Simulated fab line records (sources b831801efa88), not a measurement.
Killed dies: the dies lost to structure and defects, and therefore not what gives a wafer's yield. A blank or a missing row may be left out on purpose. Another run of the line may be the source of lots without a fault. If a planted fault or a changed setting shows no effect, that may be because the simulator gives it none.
Chamber matching	flow sky130	SKY_VIA1_CMP_24 on cmp-01 has 4 sister chambers
The step polishes, stops on SiO2, t overpolish 15 s, target thk 0 nm. 22 wafers are shown with their chamber, then 11 later ones without.

EACH WAFER AND ITS CHAMBER
wafer	chamber	motor-current-A (A)	edge-zone-pressure-frac	overpolish-run-s (s)
L077.4	3	11.1	1.002	14.999
L077.5	2	11.0	1.005	14.991
L077.6	3	10.7	1.000	15.002
L079.1	3	10.9	0.996	15.011
L079.5	1	10.7	1.002	15.001
L079.6	2	11.1	1.007	15.004
L080.1	0	10.6	0.999	15.014
L080.5	3	11.1	0.998	15.005
L080.6	0	11.4	0.997	15.003
L078.2	1	10.7	0.999	15.023
L078.4	3	10.9	1.007	14.992
L078.5	2	11.7	1.010	15.011
L084.1	2	11.8	1.002	15.000
L084.5	3	11.3	0.996	14.999
L084.6	0	10.7	1.003	15.010
L085.2	3	10.7	0.994	15.005
L085.4	2	11.4	1.000	14.998
L085.5	1	10.9	1.003	15.012
L087.2	0	10.8	0.993	15.004
L087.3	2	11.6	1.013	15.003
L087.6	2	10.7	0.998	15.005
L086.2	3	11.2	1.000	14.994

SIGNATURES (means of the wafers above)
reading	chamber 0	chamber 1	chamber 2	chamber 3	scatter within a chamber
motor-current-A	10.875	10.767	11.329	10.988	0.312
edge-zone-pressure-frac	0.99800	1.00133	1.00500	0.99913	0.00444
overpolish-run-s	15.00775	15.01200	15.00171	15.00088	0.00679
Rule: distance of a wafer from a chamber = root of the sum over the readings of ((wafer's reading minus chamber's mean) / reading's scatter) squared. If the next closest chamber is less than 2 further off than the closest, the wafer can't be placed; otherwise it belongs to the closest. The scatter is the square root of a quotient: the sum, over the shown wafers, of each reading's squared deviation from its chamber's mean, divided by wafers minus chambers.

WAFERS WHOSE CHAMBER IS MISSING
wafer	motor-current-A (A)	edge-zone-pressure-frac	overpolish-run-s (s)
L086.3	11.1	0.998	15.007
L086.6	11.5	0.996	14.993
L090.1	11.3	1.000	14.993
L090.3	11.3	0.994	15.003
L090.6	11.1	0.997	15.002
L093.1	10.4	0.988	15.013
L093.2	10.9	0.999	14.996
L093.4	10.7	1.000	15.005
L095.1	10.9	0.993	14.990
L095.5	11.6	1.001	14.989
L095.6	11.2	1.007	15.004

WHICH CHAMBER EACH WENT THROUGH
wafer	from the rows above	in truth
L086.3	can't be placed: 0 or 3 or 1 or 2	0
L086.6	can't be placed: 3 or 2 or 0 or 1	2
L090.1	can't be placed: 3 or 2 or 0 or 1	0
L090.3	can't be placed: 3 or 0 or 2 or 1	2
L090.6	can't be placed: 3 or 0 or 2 or 1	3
L093.1	can't be placed: 0 or 1 or 3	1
L093.2	can't be placed: 3 or 0 or 2 or 1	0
L093.4	can't be placed: 0 or 1 or 3 or 2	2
L095.1	can't be placed: 3 or 0 or 2 or 1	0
L095.5	can't be placed: 2 or 3 or 0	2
L095.6	can't be placed: 2 or 3 or 1 or 0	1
Correctly placed: 0 of 11. These rows do not allow placing 11 (true chamber among the candidates in 11). Number placed wrongly: 0.
